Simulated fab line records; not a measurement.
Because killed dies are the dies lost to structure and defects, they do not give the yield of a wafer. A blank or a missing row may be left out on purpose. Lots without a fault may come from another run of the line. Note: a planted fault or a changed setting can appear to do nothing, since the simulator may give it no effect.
Matching of chambers	flow sfqLine	4 sister chambers for SFQ_TRILAYER_I4_CMP_CMP_100 on cmp-01
The step polishes SiO2. 16 wafers are shown with their chamber, then 8 later ones without.

== WAFERS WITH THEIR CHAMBER ==
wafer	chamber	motorCurrentA (A)	timeToEndpointS (s)
L667.1	1	10.6	213
L667.5	0	9.9	234
L667.6	3	11.1	224
L668.2	1	10.7	194
L668.3	3	10.7	203
L668.4	0	9.7	208
L669.1	3	11.0	216
L669.2	2	10.2	220
L669.5	0	9.7	242
L670.4	2	10.4	213
L670.5	2	10.3	203
L670.6	3	11.0	224
L671.3	0	10.5	224
L671.4	2	10.6	217
L671.6	1	10.4	206
L672.2	3	11.2	228

SIGNATURES (averages over the wafers above)
reading	chamber 0	chamber 1	chamber 2	chamber 3	scatter within a chamber
motorCurrentA	9.950	10.567	10.375	11.000	0.242
timeToEndpointS	227.00	204.33	213.25	219.00	10.8
Rule: distance of a wafer from a chamber = root of the sum over the readings of ((wafer's reading minus chamber's mean) / reading's scatter) squared. If the next closest chamber is less than 2 further off than the closest, the wafer can't be placed; otherwise it belongs to the closest. How the scatter is found: for the shown wafers, subtract from each reading the mean of its chamber, square and add these, divide the total by (wafers less chambers), then take the root.

== WAFERS WITH NO CHAMBER GIVEN ==
wafer	motorCurrentA (A)	timeToEndpointS (s)
L672.4	10.2	225
L672.1	10.5	206
L675.4	10.7	218
L675.5	10.8	204
L675.6	9.9	216
L677.1	10.6	208
L677.2	11.4	208
L677.4	9.7	224

== WHICH CHAMBER EACH WENT THROUGH ==
wafer	from the rows above	in truth
L672.4	can't be placed: 0 or 2 or 1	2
L672.1	can't be placed: 1 or 2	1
L675.4	can't be placed: 3 or 1 or 2 or 0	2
L675.5	can't be placed: 1 or 3 or 2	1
L675.6	can't be placed: 0 or 2 or 1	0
L677.1	can't be placed: 1 or 2 or 3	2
L677.2	can't be placed: 3 or 1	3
L677.4	can't be placed: 0 or 2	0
Placed correctly: 0 of 8. Can't be placed from these rows: 8 (the true chamber is among the candidates in 8). Number placed wrongly: 0.
